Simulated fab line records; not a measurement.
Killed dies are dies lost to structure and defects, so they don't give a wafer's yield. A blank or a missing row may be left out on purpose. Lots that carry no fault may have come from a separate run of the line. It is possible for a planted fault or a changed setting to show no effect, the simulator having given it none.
fab line records	flow sky130
record: lots: 7	wafers: 21	lastDay: 50
route steps=708 shown VT_ADJUST_LVTN@105 VT_ADJUST_NCORE@119 VT_ADJUST_HVTR@131 VT_ADJUST_PCH@143 PAD_OPEN@708
lots that met no fault: from a run of the same line without faults
startH: hours from the record's opening day to when the first of the lot's shown wafers began	waitH: hours since the lot's step before	" identical to the entry in the row above	L1.1+2: several wafers, shown together as one row	- either no value or no given start	* or withheld: withheld	< > ~ a bound
route shown NAME@n: NAME is a module with steps in the file, n the number in the route of the first one	usual: mean and standard deviation over wafers with no fault	same: alike in all rows	chamber/n: place in a boat	sites: per-site readings	_std_site: the standard deviation of these	_edge_site: inner sites' mean taken away from outer sites' mean	radiusMm: how far each site lies from the wafer's centre	mask NAME#n: copy n	behind: the tool/chamber that last shaped the wafer	hold: reason for holding the lot/hours on hold/outcome of the hold	device: transistor that didn't switch, given as n, p or np	end of line: at the end of the route, the tests of the same wafers	where a step has no rows: the recipe by itself	killed: not the wafer's yield, but the dies lost to structure and defects at the first sort	map: the dies of a wafer, with x for killed, . for not killed, _ for no die there
set.NAME: the setting as run; set.NAME@STEP: as run at that earlier step	model.NAME: the simulator's own value behind a step, which no gauge read
certain route steps with their lots: each step a table, each wafer a row
services: when a tool's chamber went out of use (startH, in hours from the record's first day, below 0 if earlier), for how many hours, and the reason
== steps ==
step: SKY_VT_ADJUST_LVTN_IMPLANT_08
recipe: species: B	energyKev: 30	doseCm2: 1.57e+12	tiltDeg: withheld
step: SKY_VT_ADJUST_LVTN_STRIP_09
recipe: chemistry: O2/N2	powerW: 1400	pressureMtorr: 1500	platenTempC: withheld	o2FlowSccm: 3000	n2FlowSccm: 300	overashFraction: 0.5
usual: drypumpMotorCurrentA: 5.7/0.43	oesProductAu: 0.722/0.0044	stripTimeToEndpointS: 36.93/0.089
lot.wafer	tool	chamber	startH	waitH	drypumpMotorCurrentA	oesProductAu	rfHoursCounterH	stripTimeToEndpointS
L518.1	plasmaAsher-01	0	167.50	0.1	6.3	0.726	5	36.85
L518.4	"	0	"	"	6.3	0.727	-	36.93
L518.5	"	1	"	"	5.4	0.723	-	36.90
L519.2	plasmaAsher-01	0	173.64	0.1	6.3	0.724	6	36.79
L519.4	"	1	"	"	5.4	0.720	-	36.81
L519.6	"	0	"	"	6.3	0.718	-	36.90
L520.1	plasmaAsher-03	0	183.86	0.1	5.6	0.726	37	36.95
L520.2	"	1	"	"	5.9	0.728	37	36.82
L520.6	"	1	"	"	5.9	0.717	-	36.96
L522.1	plasmaAsher-02	0	194.65	0.1	5.8	0.726	51	36.84
L522.4	"	1	"	"	4.9	0.710	-	36.87
L522.5	"	0	"	"	5.9	0.715	-	36.75
L531.1	plasmaAsher-03	0	256.00	0.1	5.6	0.718	44	36.97
L531.3	"	1	"	"	5.9	0.716	-	37.03
L531.4	"	0	"	"	5.6	0.720	-	37.02
L532.2	plasmaAsher-01	1	263.04	0.1	5.4	0.720	15	36.99
L532.4	"	0	"	"	6.3	0.722	-	36.93
L532.6	"	0	"	"	6.3	0.719	-	37.01
L533.1	plasmaAsher-02	0	266.90	0.1	5.8	0.723	59	36.98
L533.2	"	1	"	"	4.9	0.719	59	36.96
L533.5	"	0	"	"	5.8	0.720	-	37.00
step: SKY_VT_ADJUST_LVTN_TW_MEAS_10
usual: VT_ADJUST_LVTN_TW: 241.3/1.8
lot.wafer	tool	chamber	startH	waitH	VT_ADJUST_LVTN_TW
L518.1	filmMetro-02	-	167.60	0.1	239.7
L518.4	"	-	"	"	239.2
L518.5	"	-	"	"	240.5
L519.2	filmMetro-02	-	173.75	0.1	238.9
L519.4	"	-	"	"	239.8
L519.6	"	-	"	"	240.3
L520.1	filmMetro-01	-	183.96	0.1	239.0
L520.2	"	-	"	"	239.3
L520.6	"	-	"	"	239.8
L522.1	filmMetro-04	-	194.75	0.1	243.1
L522.4	"	-	"	"	244.3
L522.5	"	-	"	"	243.3
L531.1	filmMetro-04	-	256.10	0.1	243.8
L531.3	"	-	"	"	243.6
L531.4	"	-	"	"	243.0
L532.2	filmMetro-02	-	263.15	0.1	241.6
L532.4	"	-	"	"	241.2
L532.6	"	-	"	"	241.4
L533.1	filmMetro-04	-	267.00	0.1	243.8
L533.2	"	-	"	"	242.8
L533.5	"	-	"	"	242.5
step: SKY_VT_ADJUST_LVTN_DEHYDRATE_11
recipe: tempC: 200	timeS: 60
step: SKY_VT_ADJUST_LVTN_HMDS_12
recipe: primeTimeS: 60	primeTempC: 120
step: SKY_VT_ADJUST_LVTN_COAT_13
recipe: resist: NOVOLAK	spinRpm: 3000	resistThkNm: 1140
step: SKY_VT_ADJUST_LVTN_SOFTBAKE_14
recipe: tempC: 90	timeS: 60	resist: NOVOLAK
step: SKY_VT_ADJUST_LVTN_EXPOSE_15
recipe: maskId: HVN_STD_DERIVED	na: 0.6	sourceShape: conventional	sigmaOuter: 0.6	polarization: unpolarized	targetCdNm: 600	doseMj: 163
step: SKY_VT_ADJUST_LVTN_PEB_16
recipe: tempC: withheld	timeS: *	resist: NOVOLAK
step: SKY_VT_ADJUST_LVTN_DEVELOP_17
recipe: resist: NOVOLAK	developer: TMAH	developTimeS: 60	devTempC: 21.93
step: SKY_VT_ADJUST_LVTN_OVL_MEAS_18
usual: VT_ADJUST_LVTN_01_OVL: 0.5/1.6
lot.wafer	tool	chamber	startH	waitH	VT_ADJUST_LVTN_01_OVL[nm]
L518.1	overlay-02	-	187.55	0.1	0.3
L518.4	"	-	"	"	0.0
L518.5	"	-	"	"	0.2
L519.2	overlay-01	-	195.42	0.1	0.9
L519.4	"	-	"	"	0.7
L519.6	"	-	"	"	0.8
L520.1	overlay-01	-	205.50	0.1	1.1
L520.2	"	-	"	"	0.6
L520.6	"	-	"	"	1.9
L522.1	overlay-01	-	215.87	0.1	3.8
L522.4	"	-	"	"	3.7
L522.5	"	-	"	"	2.2
L531.1	overlay-02	-	279.46	0.1	-3.0
L531.3	"	-	"	"	-3.4
L531.4	"	-	"	"	-0.7
L532.2	overlay-01	-	287.32	0.1	3.4
L532.4	"	-	"	"	2.1
L532.6	"	-	"	"	1.1
L533.1	overlay-02	-	290.17	0.1	-0.1
L533.2	"	-	"	"	-0.2
L533.5	"	-	"	"	1.6
step: SKY_VT_ADJUST_LVTN_IMPLANT_19
recipe: species: B	energyKev: 30	doseCm2: 6.5e+11	tiltDeg: withheld
step: SKY_VT_ADJUST_LVTN_STRIP_20
recipe: chemistry: O2/N2	powerW: 1400	pressureMtorr: 1500	platenTempC: withheld	o2FlowSccm: 3000	n2FlowSccm: 300	overashFraction: 0.5
usual: drypumpMotorCurrentA: 5.7/0.45	oesProductAu: 0.716/0.0043	stripTimeToEndpointS: 14.17/0.036
lot.wafer	tool	chamber	startH	waitH	drypumpMotorCurrentA	oesProductAu	rfHoursCounterH	stripTimeToEndpointS
L518.1	plasmaAsher-02	0	187.74	0.1	5.9	0.715	51	14.12
L518.4	"	0	"	"	5.9	0.720	-	14.12
L518.5	"	1	"	"	4.9	0.711	-	14.15
L519.2	plasmaAsher-01	0	195.60	0.1	6.3	0.717	8	14.17
L519.4	"	0	"	"	6.2	0.706	-	14.14
L519.6	"	0	"	"	6.2	0.714	-	14.16
L520.1	plasmaAsher-03	0	205.69	0.1	5.6	0.717	39	14.13
L520.2	"	1	"	"	6.0	0.721	39	14.11
L520.6	"	1	"	"	6.0	0.722	-	14.16
L522.1	plasmaAsher-02	0	216.05	0.1	5.8	0.714	54	14.16
L522.4	"	0	"	"	5.9	0.716	-	14.14
L522.5	"	1	"	"	4.9	0.711	-	14.15
L531.1	plasmaAsher-01	0	279.65	0.1	6.2	0.713	17	14.17
L531.3	"	0	"	"	6.3	0.712	-	14.15
L531.4	"	1	"	"	5.4	0.713	-	14.12
L532.2	plasmaAsher-01	1	287.50	0.1	5.5	0.713	18	14.22
L532.4	"	0	"	"	6.3	0.721	-	14.19
L532.6	"	0	"	"	6.3	0.723	-	14.16
L533.1	plasmaAsher-01	0	290.35	0.1	6.3	0.711	18	14.08
L533.2	"	1	"	"	5.4	0.714	18	14.17
L533.5	"	0	"	"	6.3	0.715	-	14.11
step: SKY_VT_ADJUST_LVTN_TW_MEAS_21
usual: VT_ADJUST_LVTN_2_TW: 187.5/1.2
lot.wafer	tool	chamber	startH	waitH	VT_ADJUST_LVTN_2_TW
L518.1	filmMetro-02	-	187.84	0.1	185.6
L518.4	"	-	"	"	186.9
L518.5	"	-	"	"	186.6
L519.2	filmMetro-02	-	195.71	0.1	187.0
L519.4	"	-	"	"	187.9
L519.6	"	-	"	"	187.4
L520.1	filmMetro-02	-	205.79	0.1	187.5
L520.2	"	-	"	"	188.1
L520.6	"	-	"	"	187.5
L522.1	filmMetro-02	-	216.15	0.1	186.0
L522.4	"	-	"	"	187.2
L522.5	"	-	"	"	186.9
L531.1	filmMetro-04	-	279.75	0.1	189.7
L531.3	"	-	"	"	189.9
L531.4	"	-	"	"	189.3
L532.2	filmMetro-01	-	287.61	0.1	186.5
L532.4	"	-	"	"	186.3
L532.6	"	-	"	"	185.7
L533.1	filmMetro-01	-	290.45	0.1	187.8
L533.2	"	-	"	"	187.1
L533.5	"	-	"	"	187.0
step: SKY_VT_ADJUST_NCORE_DEHYDRATE_00
recipe: tempC: 200	timeS: 60
step: SKY_VT_ADJUST_NCORE_HMDS_01
recipe: primeTimeS: 60	primeTempC: 120
step: SKY_VT_ADJUST_NCORE_COAT_02
recipe: resist: NOVOLAK	spinRpm: 3000	resistThkNm: 1140
step: SKY_VT_ADJUST_NCORE_SOFTBAKE_03
recipe: tempC: 90	timeS: 58.28	resist: NOVOLAK
step: SKY_VT_ADJUST_NCORE_EXPOSE_04
recipe: maskId: LVTN_COMPLEMENT_THIN	na: 0.6	sourceShape: conventional	sigmaOuter: 0.6	polarization: unpolarized	targetCdNm: 380	doseMj: 139
step: SKY_VT_ADJUST_NCORE_PEB_05
recipe: tempC: withheld	timeS: *	resist: NOVOLAK
step: SKY_VT_ADJUST_NCORE_DEVELOP_06
recipe: resist: NOVOLAK	developer: TMAH	developTimeS: 60	devTempC: 23
step: SKY_VT_ADJUST_NCORE_CD_MEAS_07
recipe: targetCdNm: 380
usual: cdNm: 380.3/2.9
lot.wafer	tool	chamber	startH	waitH	cdNm
L518.1	cdSem-01	-	209.56	0.1	377.5
L518.4	"	-	"	"	378.7
L518.5	"	-	"	"	378.3
L519.2	cdSem-01	-	217.07	0.1	384.5
L519.4	"	-	"	"	383.2
L519.6	"	-	"	"	384.3
L520.1	cdSem-01	-	227.79	0.1	382.9
L520.2	"	-	"	"	383.4
L520.6	"	-	"	"	380.6
L522.1	cdSem-01	-	239.11	0.1	385.6
L522.4	"	-	"	"	384.0
L522.5	"	-	"	"	383.1
L531.1	cdSem-02	-	304.36	0.1	378.3
L531.3	"	-	"	"	377.3
L531.4	"	-	"	"	376.9
L532.2	cdSem-02	-	313.18	0.1	377.1
L532.4	"	-	"	"	377.1
L532.6	"	-	"	"	377.0
L533.1	cdSem-02	-	316.31	0.1	383.5
L533.2	"	-	"	"	381.6
L533.5	"	-	"	"	379.7
step: SKY_VT_ADJUST_NCORE_OVL_MEAS_08
usual: VT_ADJUST_NCORE_OVL: 0.3/1.6
lot.wafer	tool	chamber	startH	waitH	VT_ADJUST_NCORE_OVL[nm]
L518.1	overlay-01	-	209.68	0.1	2.6
L518.4	"	-	"	"	1.5
L518.5	"	-	"	"	0.2
L519.2	overlay-02	-	217.18	0.1	-1.9
L519.4	"	-	"	"	-1.7
L519.6	"	-	"	"	-2.5
L520.1	overlay-01	-	227.91	0.1	0.4
L520.2	"	-	"	"	-0.8
L520.6	"	-	"	"	0.1
L522.1	overlay-01	-	239.23	0.1	2.6
L522.4	"	-	"	"	1.5
L522.5	"	-	"	"	1.9
L531.1	overlay-02	-	304.48	0.1	0.3
L531.3	"	-	"	"	-1.6
L531.4	"	-	"	"	0.1
L532.2	overlay-01	-	313.29	0.1	-1.9
L532.4	"	-	"	"	-2.5
L532.6	"	-	"	"	-1.4
L533.1	overlay-01	-	316.43	0.1	1.8
L533.2	"	-	"	"	2.3
L533.5	"	-	"	"	2.2
step: SKY_VT_ADJUST_NCORE_IMPLANT_09
recipe: species: B	energyKev: 10	doseCm2: 2.4e+12	tiltDeg: withheld
step: SKY_VT_ADJUST_NCORE_STRIP_10
recipe: chemistry: O2/N2	powerW: 1400	pressureMtorr: 1500	platenTempC: withheld	o2FlowSccm: 3000	n2FlowSccm: 300	overashFraction: 0.5
usual: drypumpMotorCurrentA: 5.6/0.43	oesProductAu: 0.715/0.005	stripTimeToEndpointS: 14.20/0.045
lot.wafer	tool	chamber	startH	waitH	drypumpMotorCurrentA	oesProductAu	rfHoursCounterH	stripTimeToEndpointS
L518.1	plasmaAsher-03	1	209.87	0.1	6.0	0.715	40	14.20
L518.4	"	1	"	"	6.0	0.716	-	14.19
L518.5	"	0	"	"	5.6	0.714	-	14.19
L519.2	plasmaAsher-04	0	217.36	0.1	6.1	0.719	47	14.25
L519.4	"	1	"	"	6.0	0.714	-	14.22
L519.6	"	0	"	"	6.1	0.722	-	14.26
L520.1	plasmaAsher-03	0	228.09	0.1	5.5	0.720	42	14.22
L520.2	"	1	"	"	6.0	0.713	42	14.20
L520.6	"	1	"	"	6.0	0.712	-	14.25
L522.1	plasmaAsher-03	0	239.42	0.1	5.6	0.721	43	14.22
L522.4	"	1	"	"	5.9	0.709	-	14.25
L522.5	"	0	"	"	5.6	0.717	-	14.22
L531.1	plasmaAsher-04	0	304.67	0.1	6.1	0.716	55	14.24
L531.3	"	0	"	"	6.1	0.719	-	14.22
L531.4	"	1	"	"	6.0	0.717	-	14.22
L532.2	plasmaAsher-02	0	313.47	0.1	5.8	0.718	63	14.22
L532.4	"	1	"	"	4.9	0.719	-	14.19
L532.6	"	1	"	"	4.9	0.713	-	14.25
L533.1	plasmaAsher-04	0	316.62	0.1	6.1	0.707	56	14.08
L533.2	"	1	"	"	6.0	0.719	56	14.11
L533.5	"	1	"	"	6.0	0.718	-	14.14
step: SKY_VT_ADJUST_NCORE_TW_MEAS_11
usual: VT_ADJUST_NCORE_TW: 218.8/1.2
lot.wafer	tool	chamber	startH	waitH	VT_ADJUST_NCORE_TW
L518.1	filmMetro-03	-	209.97	0.1	218.4
L518.4	"	-	"	"	218.4
L518.5	"	-	"	"	219.5
L519.2	filmMetro-02	-	217.47	0.1	218.0
L519.4	"	-	"	"	218.1
L519.6	"	-	"	"	218.2
L520.1	filmMetro-03	-	228.19	0.1	219.5
L520.2	"	-	"	"	219.6
L520.6	"	-	"	"	219.2
L522.1	filmMetro-03	-	239.52	0.1	218.8
L522.4	"	-	"	"	219.2
L522.5	"	-	"	"	219.8
L531.1	filmMetro-04	-	304.77	0.1	219.7
L531.3	"	-	"	"	220.4
L531.4	"	-	"	"	220.4
L532.2	filmMetro-04	-	313.58	0.1	219.7
L532.4	"	-	"	"	219.7
L532.6	"	-	"	"	219.9
L533.1	filmMetro-04	-	316.72	0.1	220.0
L533.2	"	-	"	"	218.2
L533.5	"	-	"	"	219.0
step: SKY_VT_ADJUST_HVTR_DEHYDRATE_00
recipe: tempC: 200	timeS: 60
step: SKY_VT_ADJUST_HVTR_HMDS_01
recipe: primeTimeS: 60	primeTempC: 120
step: SKY_VT_ADJUST_HVTR_COAT_02
recipe: resist: NOVOLAK	spinRpm: 3000	resistThkNm: 1140
step: SKY_VT_ADJUST_HVTR_SOFTBAKE_03
recipe: tempC: 90	timeS: 60	resist: NOVOLAK
step: SKY_VT_ADJUST_HVTR_EXPOSE_04
recipe: maskId: HVTRM	targetCdNm: 380	na: 0.6	sourceShape: conventional	sigmaOuter: 0.6	doseMj: 150
step: SKY_VT_ADJUST_HVTR_PEB_05
recipe: tempC: withheld	timeS: *	resist: NOVOLAK
step: SKY_VT_ADJUST_HVTR_DEVELOP_06
recipe: developTimeS: 60	devTempC: 23
step: SKY_VT_ADJUST_HVTR_CD_MEAS_07
recipe: targetCdNm: 380
usual: cdNm: 379.1/2.9
lot.wafer	tool	chamber	startH	waitH	cdNm
L518.1	cdSem-01	-	232.22	0.1	377.0
L518.4	"	-	"	"	375.2
L518.5	"	-	"	"	379.9
L519.2	cdSem-01	-	239.99	0.1	373.4
L519.4	"	-	"	"	372.6
L519.6	"	-	"	"	375.6
L520.1	cdSem-01	-	251.72	0.1	384.1
L520.2	"	-	"	"	383.2
L520.6	"	-	"	"	383.5
L522.1	cdSem-01	-	263.06	0.1	375.6
L522.4	"	-	"	"	376.7
L522.5	"	-	"	"	375.4
L531.1	cdSem-02	-	331.31	0.1	375.6
L531.3	"	-	"	"	375.5
L531.4	"	-	"	"	374.7
L532.2	cdSem-01	-	340.38	0.1	375.9
L532.4	"	-	"	"	376.3
L532.6	"	-	"	"	376.3
L533.1	cdSem-01	-	343.37	0.1	382.6
L533.2	"	-	"	"	381.8
L533.5	"	-	"	"	381.1
step: SKY_VT_ADJUST_HVTR_OVL_MEAS_08
usual: VT_ADJUST_HVTR_OVL: -0.1/1.7
lot.wafer	tool	chamber	startH	waitH	VT_ADJUST_HVTR_OVL[nm]
L518.1	overlay-01	-	232.34	0.1	-1.4
L518.4	"	-	"	"	-1.2
L518.5	"	-	"	"	-1.9
L519.2	overlay-01	-	240.09	0.1	0.5
L519.4	"	-	"	"	1.3
L519.6	"	-	"	"	0.7
L520.1	overlay-01	-	251.84	0.1	-2.3
L520.2	"	-	"	"	-3.1
L520.6	"	-	"	"	-4.5
L522.1	overlay-01	-	263.18	0.1	0.0
L522.4	"	-	"	"	1.2
L522.5	"	-	"	"	1.7
L531.1	overlay-01	-	331.43	0.1	-1.9
L531.3	"	-	"	"	-1.1
L531.4	"	-	"	"	-1.9
L532.2	overlay-01	-	340.49	0.1	2.0
L532.4	"	-	"	"	2.5
L532.6	"	-	"	"	1.7
L533.1	overlay-01	-	343.49	0.1	-1.8
L533.2	"	-	"	"	-2.3
L533.5	"	-	"	"	-2.5
step: SKY_VT_ADJUST_HVTR_IMPLANT_09
recipe: species: B	energyKev: 10	doseCm2: 2.1e+12	tiltDeg: withheld
step: SKY_VT_ADJUST_HVTR_STRIP_10
recipe: chemistry: O2/N2	powerW: 1400	pressureMtorr: 1500	platenTempC: withheld	o2FlowSccm: 3000	n2FlowSccm: 300	overashFraction: 0.5
usual: drypumpMotorCurrentA: 5.9/0.31	oesProductAu: 0.715/0.0047	stripTimeToEndpointS: 14.18/0.035
lot.wafer	tool	chamber	startH	waitH	drypumpMotorCurrentA	oesProductAu	rfHoursCounterH	stripTimeToEndpointS
L518.1	plasmaAsher-03	0	232.52	0.1	5.6	0.716	42	14.16
L518.4	"	0	"	"	5.6	0.721	-	14.17
L518.5	"	1	"	"	6.0	0.717	-	14.11
L519.2	plasmaAsher-01	1	240.27	0.1	5.4	0.719	13	14.23
L519.4	"	0	"	"	6.3	0.717	-	14.22
L519.6	"	1	"	"	5.4	0.717	-	14.20
L520.1	plasmaAsher-04	0	252.02	0.1	6.1	0.721	50	14.17
L520.2	"	1	"	"	6.0	0.717	50	14.20
L520.6	"	0	"	"	6.1	0.716	-	14.18
L522.1	plasmaAsher-01	1	263.37	0.1	5.4	0.715	15	14.15
L522.4	"	0	"	"	6.3	0.712	-	14.10
L522.5	"	1	"	"	5.4	0.708	-	14.17
L531.1	plasmaAsher-03	1	331.62	0.1	5.9	0.718	51	14.26
L531.3	"	0	"	"	5.6	0.718	-	14.16
L531.4	"	1	"	"	5.9	0.713	-	14.21
L532.2	plasmaAsher-03	0	340.67	0.1	5.6	0.717	52	14.25
L532.4	"	0	"	"	5.6	0.706	-	14.24
L532.6	"	0	"	"	5.6	0.719	-	14.26
L533.1	plasmaAsher-04	1	343.67	0.1	6.0	0.722	59	14.12
L533.2	"	0	"	"	6.1	0.712	59	14.14
L533.5	"	0	"	"	6.1	0.723	-	14.14
step: SKY_VT_ADJUST_HVTR_TW_MEAS_11
usual: VT_ADJUST_HVTR_TW: 211.1/1.6
lot.wafer	tool	chamber	startH	waitH	VT_ADJUST_HVTR_TW
L518.1	filmMetro-03	-	232.62	0.1	211.8
L518.4	"	-	"	"	210.9
L518.5	"	-	"	"	212.1
L519.2	filmMetro-01	-	240.38	0.1	209.8
L519.4	"	-	"	"	208.4
L519.6	"	-	"	"	208.5
L520.1	filmMetro-04	-	252.12	0.1	212.2
L520.2	"	-	"	"	211.8
L520.6	"	-	"	"	212.0
L522.1	filmMetro-01	-	263.47	0.1	209.9
L522.4	"	-	"	"	209.2
L522.5	"	-	"	"	210.5
L531.1	filmMetro-01	-	331.72	0.1	209.3
L531.3	"	-	"	"	208.5
L531.4	"	-	"	"	209.6
L532.2	filmMetro-01	-	340.78	0.1	209.4
L532.4	"	-	"	"	209.3
L532.6	"	-	"	"	208.9
L533.1	filmMetro-04	-	343.77	0.1	212.5
L533.2	"	-	"	"	212.6
L533.5	"	-	"	"	213.5
step: SKY_VT_ADJUST_PCH_DEHYDRATE_00
recipe: tempC: 200	timeS: 60
step: SKY_VT_ADJUST_PCH_HMDS_01
recipe: primeTimeS: 60	primeTempC: 120
step: SKY_VT_ADJUST_PCH_COAT_02
recipe: spinRpm: 2000	resistThkNm: 3000
step: SKY_VT_ADJUST_PCH_SOFTBAKE_03
recipe: tempC: 110	timeS: withheld
step: SKY_PAD_OPEN_PROBE_99
usual: killed_at_M0_to_M3: 43/5.9	killed_at_M4_up: 2.9/1.5	killedAtContacts: 24/5	killedAtFrontEnd: 15/4.8	killedAtOther: 0.2/0.5	killedDies: 86/9.3	killedOnRim: 17/4.1	killedOpen: 47/7.1	killedShort: 38/6.3
same: grossDies: 492	killedAtBackSide: 0
lot.wafer	tool	chamber	startH	waitH	killed_at_M0_to_M3	killed_at_M4_up	killedAtContacts	killedAtFrontEnd	killedAtOther	killedDies	killedOnRim	killedOpen	killedShort
L519.2	prober-02	-	1112.75	0.1	37	7	18	34	1	97	25	48	49
L520.1	prober-01	-	1128.65	0.1	38	2	17	10	0	67	17	38	29
L520.2	prober-01	-	1128.70	0.1	42	1	20	12	0	75	13	47	28
L520.6	prober-01	-	1128.90	0.2	47	5	35	21	0	108	21	71	37
L531.1	prober-01	-	1183.52	0.1	35	0	22	56	0	113	22	45	27
L531.3	prober-01	-	1183.62	0.2	40	2	19	53	0	114	25	43	33
L531.4	prober-01	-	1183.67	0.2	46	2	22	13	1	84	14	46	38
L532.4	prober-02	-	1189.14	0.2	39	1	32	56	2	130	30	52	37
L532.6	prober-02	-	1189.24	0.2	41	4	24	46	0	115	22	45	34
L533.1	prober-01	-	1193.52	0.1	47	3	22	52	0	124	29	44	40
L533.5	prober-01	-	1193.72	0.2	35	3	17	48	1	104	21	35	32
killed by level:class
L519.2 VIA1:geometricParticle:open=12 FIELD_ISO:geometricParticle:short=9 POLY_GATE:geometricParticle:open=7 POLY_GATE:geometricParticle:short=7 VIA3:geometricParticle:open=7 FIELD_ISO:geometricParticle:open=5 METAL4:geometricParticle:short=5 LI_CONTACT:geometricParticle:open=5
L520.1 VIA2:geometricParticle:open=9 LI_CONTACT:geometricParticle:open=8 METAL1:geometricParticle:short=7 VIA1:geometricParticle:open=7 POLY_GATE:geometricParticle:short=4 CONTACT:geometricParticle:open=4 CONTACT:geometricParticle:short=3 VIA1:geometricParticle:short=3
L520.2 VIA1:geometricParticle:open=10 CONTACT:geometricParticle:open=7 CONTACT:geometricParticle:short=6 METAL1:geometricParticle:open=6 FIELD_ISO:geometricParticle:open=5 LI_CONTACT:geometricParticle:open=5 VIA2:geometricParticle:open=5 METAL2:geometricParticle:short=4
L520.6 LI_CONTACT:geometricParticle:open=13 CONTACT:geometricParticle:open=13 VIA2:geometricParticle:open=10 VIA1:geometricParticle:open=9 FIELD_ISO:geometricParticle:open=7 VIA3:geometricParticle:open=7 FIELD_ISO:geometricParticle:short=6 CONTACT:geometricParticle:short=5
L531.1 VT_ADJUST_LVTN:unspecified=41 VIA1:geometricParticle:open=10 CONTACT:geometricParticle:open=9 VIA3:geometricParticle:open=9 FIELD_ISO:geometricParticle:open=7 LI_CONTACT:geometricParticle:open=5 VIA1:geometricParticle:short=5 METAL2:geometricParticle:short=4
L531.3 VT_ADJUST_LVTN:unspecified=38 VIA1:geometricParticle:open=9 VIA1:geometricParticle:short=7 VIA3:geometricParticle:open=7 FIELD_ISO:geometricParticle:open=6 CONTACT:geometricParticle:open=6 METAL2:geometricParticle:short=6 POLY_GATE:geometricParticle:open=5
L531.4 VIA1:geometricParticle:open=13 CONTACT:geometricParticle:open=8 METAL2:geometricParticle:short=7 CONTACT:geometricParticle:short=6 VIA3:geometricParticle:open=5 VIA2:geometricParticle:open=5 LI_CONTACT:geometricParticle:open=4 FIELD_ISO:geometricParticle:open=3
L532.4 VT_ADJUST_LVTN:unspecified=41 VIA1:geometricParticle:open=12 CONTACT:geometricParticle:open=9 LI_CONTACT:geometricParticle:open=7 CONTACT:geometricParticle:short=7 VIA3:geometricParticle:open=7 VIA2:geometricParticle:open=6 LOCAL_INTERCONNECT:geometricParticle:short=5
L532.6 VT_ADJUST_LVTN:unspecified=36 CONTACT:geometricParticle:open=10 VIA3:geometricParticle:open=9 VIA1:geometricParticle:short=8 VIA1:geometricParticle:open=8 LI_CONTACT:geometricParticle:open=5 VIA2:geometricParticle:open=5 FIELD_ISO:geometricParticle:short=4
L533.1 VT_ADJUST_LVTN:unspecified=40 VIA2:geometricParticle:open=11 VIA1:geometricParticle:open=10 VIA1:geometricParticle:short=8 LI_CONTACT:geometricParticle:open=6 METAL3:geometricParticle:short=6 CONTACT:geometricParticle:short=5 FIELD_ISO:geometricParticle:open=4
L533.5 VT_ADJUST_LVTN:unspecified=37 CONTACT:geometricParticle:open=10 VIA2:geometricParticle:open=10 VIA2:geometricParticle:short=5 METAL1:geometricParticle:short=4 FIELD_ISO:geometricParticle:open=3 FIELD_ISO:geometricParticle:short=3 CONTACT:geometricParticle:short=3
map L531.3 (x killed, . not)
__________..x.x..x.x_________
________x..x....x....x_______
______.....x..........x._____
_____x...x...........x...____
____.............x.......x___
___x...xxx.............xx..__
__..xx......x.x....x........_
_.x..x.x......x.x...x.x...x.x
_xxx.........................
_xxxx.x.......x...........x..
_xxxxxx.....x.x....xx.x..x.x.
_xxxxx...x.x..x.x............
_xxxxxx........x....x....x.x.
_xxxxx.......x.x.x.x.........
_xxxxx....x.........x...x...x
__xxxx............xxx......._
___.......x...x.....x...x..__
____......................___
_____....x...........xx.x____
______.........x..xx...._____
________.............._______
__________.........x_________
map L532.4 (x killed, . not)
__________x.x....xxx_________
________x.x.x.x..xxx.._______
______..x...x..x..xx...._____
_____......x.............____
____.........x........x...___
___........xxx..........x.x__
__.....x........x..x.x....x._
_x....x.....x..x..........x..
_xx......x.....x............x
_xxxxx.x..xx.xxx.............
_xxxxxx.x.xx..xx............x
_xxxxxx.........x..........x.
_xxxxxxx....xx...x.....x...x.
_xxxxx.xx......x.x...xx......
_xxxxxx....x.x.x......x...x..
__.xxx....x..x..........x..x_
___.xx.............x.x.....__
____...x...x.x..x.xx......___
_____......x.............____
______...x............x._____
________x......x.....x_______
__________...x.....x_________
== services ==
tool	chamber	startH	hours	kind
plasmaAsher-03	-	144.35	6.9	repair
plasmaAsher-04	-	162.61	2.8	pm
plasmaAsher-04	-	184.66	18.0	repair
plasmaAsher-03	-	243.60	2.8	pm
plasmaAsher-03	-	286.62	5.5	repair
== key ==
firstSign: step: SKY_PAD_OPEN_PROBE_99	reading: killedAtFrontEnd	direction: up	sigmas: 7.7	usual: 15	struck: 52
effect: step: SKY_PAD_OPEN_PROBE_99	reading: killedDies	direction: up	sigmas: 3.3	usual: 86	struck: 117
metAt SKY_VT_ADJUST_LVTN_STRIP_20
struckWafers L531.1,L531.3,L532.4,L532.6,L533.1,L533.5
testerLeftOut L531,L532,L533
onsetBetween 195.60 279.65
fault: kind: chamberParticleSource	tool: plasmaAsher-01	chamber: 0	onsetH: 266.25	steps: SKY_VT_ADJUST_LVTN_STRIP_20	ratePerVisitCm2: 1.3548	endH: 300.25
testerLeftOut: of these lots the tester's yield and bins aren't shown, on N5 and GAA mostly nor the transistor test; their killed dies are dies lost to structure and defects alone, not to doping, threshold or leakage, so they don't give the yield
